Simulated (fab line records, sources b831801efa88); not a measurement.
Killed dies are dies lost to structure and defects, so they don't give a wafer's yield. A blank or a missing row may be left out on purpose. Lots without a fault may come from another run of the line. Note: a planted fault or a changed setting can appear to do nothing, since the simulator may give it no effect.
Which tool was responsible? / flow sky130 / 12 lots with 36 wafers sampled at 4 steps, on a route of 708 steps

## WHAT THE GAUGES READ, wafer by wafer
SKY_FIELD_ISO_THK_MEAS_25.
lot=L874; measured=day 2 17:15; on=film metro-04; FIELD_ISO_CVD_24_THK (nm)=582 603 599
lot=L875; measured=day 2 23:55; on=film metro-04; FIELD_ISO_CVD_24_THK (nm)=600 595 606
lot=L879; measured=day 3 19:16; on=film metro-04; FIELD_ISO_CVD_24_THK (nm)=600 589 587
lot=L882; measured=day 4 10:23; on=film metro-01; FIELD_ISO_CVD_24_THK (nm)=600 597 602
lot=L883; measured=day 4 14:20; on=film metro-03; FIELD_ISO_CVD_24_THK (nm)=589 593 590
lot=L885; measured=day 5 04:53; on=film metro-04; FIELD_ISO_CVD_24_THK (nm)=607 596 592
lot=L886; measured=day 5 06:59; on=film metro-01; FIELD_ISO_CVD_24_THK (nm)=611 608 595
lot=L890; measured=day 6 03:35; on=film metro-03; FIELD_ISO_CVD_24_THK (nm)=599 588 593
lot=L891; measured=day 6 09:39; on=film metro-01; FIELD_ISO_CVD_24_THK (nm)=590 588 588
lot=L892; measured=day 6 15:18; on=film metro-03; FIELD_ISO_CVD_24_THK (nm)=584 601 582
lot=L893; measured=day 6 20:50; on=film metro-03; FIELD_ISO_CVD_24_THK (nm)=599 589 593
lot=L894; measured=day 7 02:02; on=film metro-01; FIELD_ISO_CVD_24_THK (nm)=599 586 591

SKY_DNWELL_TW_MEAS_09.
lot=L874; measured=day 3 12:47; on=film metro-02; DNWELL_TW=1096 1088 1091
lot=L875; measured=day 3 20:49; on=film metro-04; DNWELL_TW=1100 1102 1103
lot=L879; measured=day 4 17:17; on=film metro-01; DNWELL_TW=1111 1102 1104
lot=L882; measured=day 5 09:40; on=film metro-04; DNWELL_TW=1106 1106 1104
lot=L883; measured=day 5 12:13; on=film metro-01; DNWELL_TW=1106 1103 1110
lot=L885; measured=day 6 04:31; on=film metro-04; DNWELL_TW=1097 1103 1099
lot=L886; measured=day 6 06:19; on=film metro-04; DNWELL_TW=1094 1101 1097
lot=L890; measured=day 7 03:11; on=film metro-02; DNWELL_TW=1090 1089 1091
lot=L891; measured=day 7 09:10; on=film metro-02; DNWELL_TW=1080 1081 1077
lot=L892; measured=day 7 15:40; on=film metro-01; DNWELL_TW=1107 1111 1111
lot=L893; measured=day 7 22:18; on=film metro-01; DNWELL_TW=1107 1105 1110
lot=L894; measured=day 8 01:46; on=film metro-01; DNWELL_TW=1116 1112 1113

SKY_NWELL_RS_MEAS_29: uses a four-point probe to measure.
lot=L874; measured=day 5 16:58; on=film metro-02; NWELL_RS (ohm/sq)=624.6 622.4 622.5
lot=L875; measured=day 6 01:37; on=film metro-01; NWELL_RS (ohm/sq)=624.9 624.2 626.2
lot=L879; measured=day 7 01:49; on=film metro-04; NWELL_RS (ohm/sq)=626.1 626.5 626.4
lot=L882; measured=day 7 20:02; on=film metro-04; NWELL_RS (ohm/sq)=624.8 626.0 625.1
lot=L883; measured=day 7 23:41; on=film metro-02; NWELL_RS (ohm/sq)=626.0 627.6 626.0
lot=L885; measured=day 8 16:53; on=film metro-04; NWELL_RS (ohm/sq)=624.5 623.9 625.0
lot=L886; measured=day 8 18:32; on=film metro-04; NWELL_RS (ohm/sq)=624.4 625.4 624.0
lot=L890; measured=day 9 17:38; on=film metro-02; NWELL_RS (ohm/sq)=624.3 623.5 626.9
lot=L891; measured=day 10 01:07; on=film metro-01; NWELL_RS (ohm/sq)=635.5 634.6 635.9
lot=L892; measured=day 10 07:52; on=film metro-04; NWELL_RS (ohm/sq)=625.8 629.4 627.4
lot=L893; measured=day 10 14:56; on=film metro-04; NWELL_RS (ohm/sq)=623.6 623.6 625.2
lot=L894; measured=day 10 19:00; on=film metro-01; NWELL_RS (ohm/sq)=634.4 633.6 634.7

## TOOL THAT RAN EACH LOT (tool first, then ch and the chambers of the sampled wafers, then the start)
lot=L874; SKY_NWELL_IMPLANT_13=implanter-03 ch 0, day 4 22:14
lot=L875; SKY_NWELL_IMPLANT_13=implanter-04 ch 0, day 5 07:13
lot=L879; SKY_NWELL_IMPLANT_13=implanter-03 ch 0, day 6 06:23
lot=L882; SKY_NWELL_IMPLANT_13=implanter-03 ch 0, day 6 23:25
lot=L883; SKY_NWELL_IMPLANT_13=implanter-03 ch 0, day 7 02:21
lot=L885; SKY_NWELL_IMPLANT_13=implanter-04 ch 0, day 7 19:56
lot=L886; SKY_NWELL_IMPLANT_13=implanter-03 ch 0, day 7 21:39
lot=L890; SKY_NWELL_IMPLANT_13=implanter-03 ch 0, day 8 19:41
lot=L891; SKY_NWELL_IMPLANT_13=implanter-04 ch 0, day 9 02:45
lot=L892; SKY_NWELL_IMPLANT_13=implanter-02 ch 0, day 9 08:45
lot=L893; SKY_NWELL_IMPLANT_13=implanter-03 ch 0, day 9 16:17
lot=L894; SKY_NWELL_IMPLANT_13=implanter-04 ch 0, day 9 19:51
- SKY_NWELL_IMPLANT_13

## WHAT THE TOOLS THEMSELVES READ (means of the sampled wafers that have a number; where no wafer has one, the mark that the record gives instead)
SKY_NWELL_IMPLANT_13.
lot=L874; tool=implanter-03; dose ions cm2=7.005e+11; faraday current uA=3.98
lot=L875; tool=implanter-04; dose ions cm2=6.994e+11; faraday current uA=4.04
lot=L879; tool=implanter-03; dose ions cm2=6.997e+11; faraday current uA=3.90
lot=L882; tool=implanter-03; dose ions cm2=6.995e+11; faraday current uA=3.98
lot=L883; tool=implanter-03; dose ions cm2=6.996e+11; faraday current uA=4.01
lot=L885; tool=implanter-04; dose ions cm2=6.984e+11; faraday current uA=4.02
lot=L886; tool=implanter-03; dose ions cm2=6.995e+11; faraday current uA=3.95
lot=L890; tool=implanter-03; dose ions cm2=6.999e+11; faraday current uA=3.94
lot=L891; tool=implanter-04; dose ions cm2=4.165e+11; faraday current uA=2.35
lot=L892; tool=implanter-02; dose ions cm2=6.996e+11; faraday current uA=3.91
lot=L893; tool=implanter-03; dose ions cm2=7.001e+11; faraday current uA=3.93
lot=L894; tool=implanter-04; dose ions cm2=4.160e+11; faraday current uA=2.37

## THE ANSWER, worked out from the rows above alone
Rule: what is usual is taken from the lots themselves. Put in order of their means at a reading, lots are off if they are a third of the lots or fewer, leave a main group of 4 or more, and stand apart from it by a gap of 3 or more times the standard deviation of the main group's means; of several such gaps the widest counts. Not used: any main group whose means are identical at the precision the tables above print for the reading. A lot without any number at a reading at which 4 lots or more have one is off too. The other lots that the step has rows for count as sound. Order of review: gauges by route order, followed by the tools' own readings, for which a lot's mean as printed above is used. At the first step where some lot is off, the reading lying furthest off is the one used; lots without a number count as furthest.
Off: L891, L894, at SKY_NWELL_RS_MEAS_29 (NWELL_RS). The main group has a mean of 625.2 ohm/sq with a standard deviation of 1.2.
A tool fits if, at a process step before that reading, it ran every lot that is off, and no sound lot after the first of them. Not tried: the gauges at SKY_NWELL_RS_MEAS_29; whatever is off there is also off at SKY_NWELL_IMPLANT_13, on other tools, and gauge error can't account for it. One fits: SKY_NWELL_IMPLANT_13 on implanter-04. Its last sound lot is L885 (day 7 19:56), its first lot that is off L891 (day 9 02:45): a fault that began between those two fits.
The tool's own readings at SKY_NWELL_IMPLANT_13 bear it out: on the lots that are off they differ by more than 5 times the standard deviation of the sound lots' means. dose ions cm2 reads 4.162e+11 there against 6.996e+11 on the sound lots; faraday current uA reads 2.36 there against 3.97 on the sound lots.

## WHAT THE SIMULATOR HAD PUT IN
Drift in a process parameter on implanter-04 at SKY_NWELL_IMPLANT_13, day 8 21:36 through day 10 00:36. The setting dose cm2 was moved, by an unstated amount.
Shown lots that were struck: L891, L894. The same result came from the rule above.
